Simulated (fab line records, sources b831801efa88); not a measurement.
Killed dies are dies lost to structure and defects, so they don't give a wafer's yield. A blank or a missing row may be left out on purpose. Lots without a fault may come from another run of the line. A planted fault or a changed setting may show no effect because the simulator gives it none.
Tool commonality check | flow gf180mcu | 13 lots, 39 wafers sampled

WHY IT WAS OPENED
At GF_HV_LDD_RS_MEAS_53 the reading HV_LDD_RS is flagged on 2 of 13 lots. Wafers without a fault read 419.4 ohm/sq, standard deviation 0.9.
Rule: a lot is flagged when every wafer of it that has a number lies more than 4 standard deviations from that mean, or none has a number. The other lots count as sound.

lot  | measured     | on            | HV_LDD_RS (ohm/sq), wafer by wafer | flag
L229 | day 12 10:14 | film_metro-02 | 419.8 419.9 420.8                  |
L231 | day 13 00:19 | film_metro-03 | 420.8 419.6 419.1                  |
L233 | day 13 19:46 | film_metro-02 | 419.7 419.8 419.9                  |
L234 | day 14 02:07 | film_metro-02 | 420.5 421.0 419.8                  |
L235 | day 14 07:17 | film_metro-01 | 420.2 419.2 419.1                  |
L236 | day 14 16:00 | film_metro-02 | 420.1 418.8 419.8                  |
L237 | day 15 01:47 | film_metro-03 | 417.9 417.7 416.5                  |
L238 | day 15 08:37 | film_metro-03 | 417.6 418.0 417.2                  |
L239 | day 15 21:50 | film_metro-03 | 418.2 418.0 417.9                  |
L241 | day 17 06:10 | film_metro-01 | 420.3 418.6 419.9                  |
L242 | day 17 15:49 | film_metro-01 | 419.3 419.1 418.2                  |
L250 | day 19 11:44 | film_metro-01 | 401.8 402.8 402.0                  | FLAGGED
L251 | day 20 04:16 | film_metro-02 | 401.7 401.9 402.1                  | FLAGGED
The numbers of the flagged lots are 402.1 ohm/sq on average: -17.3 ohm/sq against the usual, or -19 standard deviations.

WHICH TOOL RAN EACH LOT
The record holds 1 process step before the reading, out of a route of 602 steps. In each cell: the tool, then ch and the chambers that the sampled wafers went through, then the start.
lot  | flag    | GF_HV_LDD_IMPLANT_09
L229 |         | implanter-03 ch 0, day 10 00:46
L231 |         | implanter-03 ch 0, day 10 14:07
L233 |         | implanter-02 ch 0, day 11 07:29
L234 |         | implanter-03 ch 0, day 11 13:38
L235 |         | implanter-03 ch 0, day 11 18:28
L236 |         | implanter-03 ch 0, day 12 01:22
L237 |         | implanter-02 ch 0, day 12 11:19
L238 |         | implanter-02 ch 0, day 12 16:52
L239 |         | implanter-03 ch 0, day 13 04:55
L241 |         | implanter-02 ch 0, day 14 09:49
L242 |         | implanter-03 ch 0, day 14 19:19
L250 | FLAGGED | implanter-02 ch 0, day 16 11:59
L251 | FLAGGED | implanter-02 ch 0, day 17 03:41
What these steps do:
- GF_HV_LDD_IMPLANT_09
- GF_HV_LDD_RS_MEAS_53: measures by four-point-probe.

FLAGGED OVER TOTAL, TOOL BY TOOL (the gauges that took the reading come last)
step                 | tool          | lots run | flagged | share of the flagged lots | sound lots run after its first flagged lot
GF_HV_LDD_IMPLANT_09 | implanter-02  | 6        | 2       | all                       | 0
GF_HV_LDD_IMPLANT_09 | implanter-03  | 7        | 0       | none                      | -
GF_HV_LDD_RS_MEAS_53 | film_metro-01 | 4        | 1       | some                      | 0
GF_HV_LDD_RS_MEAS_53 | film_metro-02 | 5        | 1       | some                      | 0
GF_HV_LDD_RS_MEAS_53 | film_metro-03 | 4        | 0       | none                      | -

WHAT THE TABLE ALLOWS
1 row of the table ran every flagged lot: implanter-02 at GF_HV_LDD_IMPLANT_09.
- implanter-02 at GF_HV_LDD_IMPLANT_09: 2 of its 6 lots flagged. Its last sound lot is L241 (day 14 09:49), its first flagged lot L250 (day 16 11:59): a fault that began between those two fits. Its own readings lie more than 4 standard deviations out on every wafer of the flagged lots: dose_ions_cm2, faraday_current_uA.
One tool is left: implanter-02 at GF_HV_LDD_IMPLANT_09.

WHAT THE SIMULATOR HAD PUT IN
Process parameter drift: implanter-02, from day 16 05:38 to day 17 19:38, at GF_HV_LDD_IMPLANT_09. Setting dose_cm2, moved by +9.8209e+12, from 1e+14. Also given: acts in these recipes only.
Lots struck among those shown: L250, L251. The rule above found the same.
